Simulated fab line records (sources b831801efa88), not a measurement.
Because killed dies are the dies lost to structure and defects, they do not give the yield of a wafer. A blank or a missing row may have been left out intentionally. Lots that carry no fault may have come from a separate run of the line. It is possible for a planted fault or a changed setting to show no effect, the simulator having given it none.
The tool behind it: which one? || flow gf180mcu || 6 lots, 18 wafers sampled, at 4 steps of a route of 602

## WHAT THE GAUGES READ, wafer by wafer
GF_V2_THK_MEAS_01.
{"lot": "L145", "measured": "day 19 12:47", "on": "film metro-04", "V2_CVD_00_THK (nm)": "597 586 601"}
{"lot": "L150", "measured": "day 21 08:41", "on": "film metro-03", "V2_CVD_00_THK (nm)": "585 596 588"}
{"lot": "L157", "measured": "day 23 20:55", "on": "film metro-01", "V2_CVD_00_THK (nm)": "600 601 602"}
{"lot": "L161", "measured": "day 25 07:48", "on": "film metro-01", "V2_CVD_00_THK (nm)": "589 596 593"}
{"lot": "L164", "measured": "day 26 07:41", "on": "film metro-04", "V2_CVD_00_THK (nm)": "593 599 592"}
{"lot": "L166", "measured": "day 26 18:18", "on": "film metro-01", "V2_CVD_00_THK (nm)": "602 598 602"}

## EACH LOT AND THE TOOL THAT RAN IT (in order: tool; ch and the chambers of the sampled wafers; start)
{"lot": "L145", "GF_V1_CVD_23": "cvd w-02 ch 0,1, day 18 10:23", "GF_M2_SPUTTER_03": "pvd sputter-01, day 18 11:09", "GF_V2_CVD_00": "hdpcvd-01 ch 0,2, day 19 12:43"}
{"lot": "L150", "GF_V1_CVD_23": "cvd w-01 ch 0,1, day 20 07:22", "GF_M2_SPUTTER_03": "pvd sputter-01, day 20 08:08", "GF_V2_CVD_00": "hdpcvd-01 ch 1,2, day 21 08:37"}
{"lot": "L157", "GF_V1_CVD_23": "cvd w-01 ch 0,1, day 22 20:32", "GF_M2_SPUTTER_03": "pvd sputter-01, day 22 21:14", "GF_V2_CVD_00": "hdpcvd-02 ch 0,1,2, day 23 20:50"}
{"lot": "L161", "GF_V1_CVD_23": "cvd w-01 ch 0,1, day 24 08:42", "GF_M2_SPUTTER_03": "pvd sputter-04, day 24 09:25", "GF_V2_CVD_00": "hdpcvd-01 ch 0,1,2, day 25 07:44"}
{"lot": "L164", "GF_V1_CVD_23": "cvd w-02 ch 0,1, day 25 09:55", "GF_M2_SPUTTER_03": "pvd sputter-01, day 25 10:40", "GF_V2_CVD_00": "hdpcvd-01 ch 0,1,2, day 26 07:37"}
{"lot": "L166", "GF_V1_CVD_23": "cvd w-01 ch 1, day 25 20:05", "GF_M2_SPUTTER_03": "pvd sputter-04, day 25 20:50", "GF_V2_CVD_00": "hdpcvd-02 ch 1,2, day 26 18:13"}
- GF_V1_CVD_23: deposits W, target thk 350 nm, time 105.05 s.
- GF_M2_SPUTTER_03: material Ti, target thk 10 nm, time 6.7 s.
- GF_V2_CVD_00: deposits SiO2, target thk 600 nm, time 100 s.

## THE ANSWER, worked out from the rows above alone
Rule: the lots themselves supply what counts as usual. The widest of any qualifying gaps counts: lots, ordered by their means at a reading, are off when they make up no more than a third of the lots, leave a main group of 4 or more, and stand apart from it by 3 or more times the standard deviation of that group's means. The tables above print the reading to a certain number of digits; a main group whose means all agree to those digits is not used. A lot without any number at a reading at which 4 lots or more have one is off too. All remaining lots with rows at the step are treated as sound.
Nothing can be told from this: no lot is off at any reading shown.

## WHAT THE SIMULATOR HAD PUT IN
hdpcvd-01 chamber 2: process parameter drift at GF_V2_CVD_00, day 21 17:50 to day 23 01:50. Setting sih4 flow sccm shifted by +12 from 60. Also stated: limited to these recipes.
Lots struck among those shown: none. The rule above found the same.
